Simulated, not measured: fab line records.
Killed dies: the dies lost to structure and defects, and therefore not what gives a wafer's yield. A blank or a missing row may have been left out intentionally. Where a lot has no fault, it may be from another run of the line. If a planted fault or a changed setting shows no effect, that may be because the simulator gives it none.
A lot that was struck, set against a sound lot ; flow sfq line ; 43 out of 325 route steps
Sound: wafers L686.1, L686.4, L686.6. Wafers struck: L681.3, L681.5, L681.6. Last of all comes the cause.
At each step with rows: each side's tool, then ch and its chambers, then its first start. Under that, the readings that differ: sound wafers ; struck wafers ; difference of the means ; sigmas: that difference in standard deviations of wafers without a fault.
alike: same words and numbers on both sides, and readings whose means sit less than 2 such deviations apart. not compared: any withheld reading, any reading some wafer has no value for, any bound like >300 that may hide the same value, and any number with overlapping values for which the record gives no deviation.
Wherever a step has rows on one side only, a row that says differs or no value, or a row with sigmas, the two part there. Numbers that have no deviation but don't overlap get no sigmas and don't part them. Lack of a reading on every wafer of one side parts them only where that side has two or more wafers.

first, 6 steps without rows for these wafers: SFQ_TRILAYER_M5_LITHO_COAT_128 (resist thk 62 nm); SFQ_TRILAYER_M5_LITHO_COAT_123 (resist thk 600 nm); SFQ_TRILAYER_M5_LITHO_SOFTBAKE_127; SFQ_TRILAYER_M5_LITHO_EXPOSE_124 (exposes mask M5, target cd 700 nm); SFQ_TRILAYER_M5_LITHO_PEB_126 (peb time 60 s); SFQ_TRILAYER_M5_LITHO_DEVELOP_125 (time 60 s).
SFQ_M5_OVL_MEAS_932:
  sound on overlay-01, day 61 13:00; struck on overlay-02, day 60 20:05
  alike: M5_OVL
SFQ_TRILAYER_M5_BARC_OPEN_METAL_ETCH_161: etches BARC in O2, target depth 125 nm, time 41.7 s.
  sound on rie metal-02 ch 0,1, day 61 13:02; struck on rie metal-01 ch 0,1, day 60 20:08
  alike: drypump motor current A, oes product au
  not compared: rf hours counter h
then, 4 steps without rows for these wafers: SFQ_TRILAYER_M5_ETCH_METAL_ETCH_126 (etches Nb in Cl2/BCl3, stops on SiO2, time 203.2 s, target depth 265 nm); SFQ_TRILAYER_M5_STRIP_STRIP_127 (strips in O2); SFQ_TRILAYER_M5_STRIP_SOLV_CLEAN_128 (cleans in NMP, time 600 s); SFQ_TRILAYER_A5B_DEP_PECVD_129 (deposits SiO2 from SiH4/N2O, time 133.33 s, target thk 600 nm).
SFQ_TRILAYER_A5B_CMP_CMP_130: polishes, stops on Nb, target thk 340.7 nm.
  sound on cmp-02 ch 1,2,3, day 61 15:09; struck on cmp-02 ch 0,1,2, day 60 22:14
  no value came back on the struck wafers for edge zone pressure frac, head pressure psi (psi), motor current A (A), slurry flow ml min; on the sound wafers edge zone pressure frac reads 0.996 1.004 1.004
reading;sound;struck;difference;sigmas
model.SiO2_of_TRILAYER_A5B_DEP_PECVD_129.thk nm (nm);339.8 341.7 341.8;587.2 600.6 593.4;+252.6;
SFQ_TRILAYER_A5B_METRO_MEASURE_131:
  sound on film metro-03, day 61 17:09; struck on film metro-03, day 61 00:38
reading;sound;struck;difference;sigmas
thk nm (nm);340 342 342;587 600 594;+252;+44
then, 1 step without rows for these wafers: SFQ_TRILAYER_R5_DEP_SPUTTER_132 (material Ti, target thk 5 nm, time 5 s).
SFQ_TRILAYER_R5_DEP_SPUTTER_133: material MoNx, target thk 40 nm, time 66.7 s.
  sound on pvd sputter-06, day 61 18:22; struck on pvd sputter-03, day 61 01:27
  alike: throttle valve pct
then, 1 step without rows for these wafers: SFQ_TRILAYER_R5_DEP_SPUTTER_134 (material Ti, target thk 5 nm, time 5 s).
SFQ_R5_RS_MEAS_933: uses a four-point probe to measure.
  sound on film metro-04, day 61 18:27; struck on film metro-04, day 61 01:34
reading;sound;struck;difference;sigmas
R5_MONX_RS (ohm/sq);7.10 7.24 7.16;7.02 6.89 6.89;-0.23;-3
SFQ_R5_THK_MEAS_934: measures by xrf.
  sound on film metro-04, day 61 18:34; struck on film metro-04, day 61 01:40
reading;sound;struck;difference;sigmas
R5_MONX_THK (nm);39.6 38.9 39.3;40.0 40.9 40.7;+1.3;+3
then, 6 steps without rows for these wafers: SFQ_TRILAYER_R5_LITHO_COAT_141 (resist thk 62 nm); SFQ_TRILAYER_R5_LITHO_COAT_136 (resist thk 600 nm); SFQ_TRILAYER_R5_LITHO_SOFTBAKE_140; SFQ_TRILAYER_R5_LITHO_EXPOSE_137 (exposes mask R5, target cd 500 nm); SFQ_TRILAYER_R5_LITHO_PEB_139 (peb time 60 s); SFQ_TRILAYER_R5_LITHO_DEVELOP_138 (time 60 s).
-- the record jumps here: 5 days lie between the struck wafers' starts before and after --
SFQ_R5_OVL_MEAS_935:
  sound on overlay-01, day 66 20:11; struck on overlay-02, day 66 01:10
  alike: R5_OVL
SFQ_TRILAYER_R5_BARC_OPEN_METAL_ETCH_177: etches BARC in O2, target depth 125 nm, time 41.7 s.
  sound on rie metal-03 ch 0,1, day 66 20:13; struck on rie metal-03 ch 0,1, day 66 01:13
  alike: drypump motor current A, oes product au
  not compared: rf hours counter h
then, 1 step without rows for these wafers: SFQ_TRILAYER_R5_ETCH_METAL_ETCH_139 (etches the open film in Cl2, stops on SiO2, target depth 60 nm, time 40 s).
SFQ_TRILAYER_R5_STRIP_STRIP_140: strips in O2.
  sound on rie metal-03 ch 0,1, day 66 20:20; struck on rie metal-03 ch 0,1, day 66 01:31
  alike: drypump motor current A, oes product au
  not compared: rf hours counter h
then, 1 step without rows for these wafers: SFQ_TRILAYER_R5_STRIP_SOLV_CLEAN_141 (cleans in NMP, time 600 s).
SFQ_TRILAYER_A5C_DEP_PECVD_142: deposits SiO2 from SiH4/N2O, time 15.556 s, target thk 70 nm.
  sound on pecvd-03 ch 0,1, day 66 21:07; struck on pecvd-04 ch 0,2, day 66 02:05
  alike: heater power w, throttle valve pct
then, 6 steps without rows for these wafers: SFQ_TRILAYER_I5_LITHO_COAT_149 (resist thk 62 nm); SFQ_TRILAYER_I5_LITHO_COAT_144 (resist thk 650 nm); SFQ_TRILAYER_I5_LITHO_SOFTBAKE_148; SFQ_TRILAYER_I5_LITHO_EXPOSE_145 (exposes mask I5, target cd 700 nm); SFQ_TRILAYER_I5_LITHO_PEB_147 (peb time 60 s); SFQ_TRILAYER_I5_LITHO_DEVELOP_146 (time 60 s).
SFQ_I5_OVL_MEAS_936:
  sound on overlay-02, day 66 23:31; struck on overlay-01, day 66 04:22
  alike: I5_OVL
then, 4 steps without rows for these wafers: SFQ_TRILAYER_I5_BARC_OPEN_VIA_ETCH_200 (etches BARC in O2, target depth 125 nm, time 41.7 s); SFQ_TRILAYER_I5_ETCH_VIA_ETCH_147 (etches the open film in CHF3, stops on Nb, target depth 360 nm); SFQ_TRILAYER_I5_STRIP_STRIP_148 (strips in O2); SFQ_TRILAYER_I5_STRIP_SOLV_CLEAN_149 (cleans in NMP, time 600 s).
-- the record jumps here: 18 days lie between the struck wafers' starts before and after --
SFQ_M8_BOW_MEAS_951:
  sound on film metro-04, day 85 05:22; struck on film metro-02, day 84 06:04
reading;sound;struck;difference;sigmas
M8_BOW (um);-16 -12 -16;21 16 15;+32;+3
model.etest.i5.link ohm;2.248 2.266 2.267;2.377 2.391 2.398;+0.128;

## WHERE THEY PART
Last at SFQ_M8_BOW_MEAS_951 as far as this record goes, first at SFQ_TRILAYER_A5B_CMP_CMP_130.

WHY: whatever the simulator had introduced
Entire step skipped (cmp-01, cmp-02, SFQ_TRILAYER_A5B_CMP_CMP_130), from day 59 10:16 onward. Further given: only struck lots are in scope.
